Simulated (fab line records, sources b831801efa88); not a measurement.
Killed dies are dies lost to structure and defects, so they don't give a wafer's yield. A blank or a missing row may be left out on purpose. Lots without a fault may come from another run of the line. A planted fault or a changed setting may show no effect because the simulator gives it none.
Split-lot experiment | flow sfq_line | 5 lots, 23 wafers read, on a route of 325 steps

THE SPLIT
At SFQ_TRILAYER_I0_VIA_LITHO_PEB_034 (peb time 60 s), the setting peb_temp_c was moved away from the recipe's 115 C on 5 of the 23 wafers read, by +1.5% to +2.8%. The other wafers ran this setting at the recipe's value.

The file shows no step between the split and the reading.

THE READING
I0.cd_nm (the simulator's own value, which no gauge read), in nm, at SFQ_TRILAYER_I0_VIA_BARC_OPEN_VIA_ETCH_046 (etches BARC in O2, target depth 125 nm, time 41.7 s). The file gives no usual value for it. The 18 wafers here that ran the recipe average 500.8 nm, standard deviation 1.2 nm.

wafer  | tool, chamber at the split | peb_temp_c as run, C | against the recipe | I0.cd_nm, nm | against lot-mates on the recipe
L075.2 | litho_track-03, 0          | 115                  | recipe             | 499.5        | -
L075.5 | litho_track-03, 0          | 115                  | recipe             | 498.9        | -
L075.6 | litho_track-03, 0          | 115                  | recipe             | 499          | -
L078.1 | litho_track-04, 0          | 118.2                | +2.8%              | 553.3        | +52.2
L078.2 | litho_track-04, 0          | 115                  | recipe             | 499.5        | -
L078.3 | litho_track-04, 0          | 115                  | recipe             | 501.2        | -
L078.4 | litho_track-04, 0          | 115                  | recipe             | 502.6        | -
L078.5 | litho_track-04, 0          | 118.2                | +2.8%              | 552.9        | +51.8
L081.1 | litho_track-01, 0          | 116.7                | +1.5%              | 530.9        | +28.6
L081.2 | litho_track-01, 0          | 115                  | recipe             | 502.6        | -
L081.3 | litho_track-01, 0          | 115                  | recipe             | 502          | -
L081.4 | litho_track-01, 0          | 116.7                | +1.5%              | 531          | +28.7
L081.5 | litho_track-01, 0          | 116.7                | +1.5%              | 530.1        | +27.8
L083.2 | litho_track-03, 0          | 115                  | recipe             | 500.7        | -
L083.3 | litho_track-03, 0          | 115                  | recipe             | 501          | -
L083.4 | litho_track-03, 0          | 115                  | recipe             | 500.6        | -
L083.5 | litho_track-03, 0          | 115                  | recipe             | 501.8        | -
L083.6 | litho_track-03, 0          | 115                  | recipe             | 499.8        | -
L085.1 | litho_track-01, 0          | 115                  | recipe             | 502.4        | -
L085.2 | litho_track-01, 0          | 115                  | recipe             | 500.9        | -
L085.3 | litho_track-01, 0          | 115                  | recipe             | 499.4        | -
L085.5 | litho_track-01, 0          | 115                  | recipe             | 501.5        | -
L085.6 | litho_track-01, 0          | 115                  | recipe             | 501.6        | -

THE FIT
A straight line over all 23 wafers: I0.cd_nm changes by +19.1 nm for each +1% of peb_temp_c; r = +1.00; the points scatter about the line by 1.3 nm.
The same after taking each lot's own level away (the mean of its wafers on the recipe; 23 wafers): +18.8 nm for each +1%; r = +1.00; scatter 0.82 nm.
On that fit, the largest move of peb_temp_c shifts the reading by 52 nm.
The lots' own levels span 499.13 to 502.30 nm, that is 2.6 times the standard deviation above.
So the lot-to-lot level changes the slope little: the two slopes agree.
Check: with one of the wafers moved furthest among these (+2.8%) left out of the fit, the line predicts +52.5 nm for it against its lot-mates. It came out at +52.2 nm against them.

OTHER SPLITS ON THESE WAFERS
These wafers also went through other splits before the reading. Each is held against what the fit with the lots' levels taken away leaves over:
other split on the same wafers                   | wafers away from the commonest value | r with I0.cd_nm (lot level and that fit taken away)
SFQ_TRILAYER_L0_LITHO_COAT_005 resist_thk_nm     | 11                                   | +0.28
SFQ_TRILAYER_L0_ETCH_METAL_ETCH_008 time_s       | 10                                   | +0.27
SFQ_TRILAYER_L0_VIA_LITHO_COAT_013 resist_thk_nm | 10                                   | +0.28
SFQ_TRILAYER_M0_LITHO_PEB_024 peb_temp_c         | 8                                    | +0.42

THE FILE'S OWN FIT
I0.cd_nm changes by +18.8 nm for each +1% of peb_temp_c, r = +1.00.
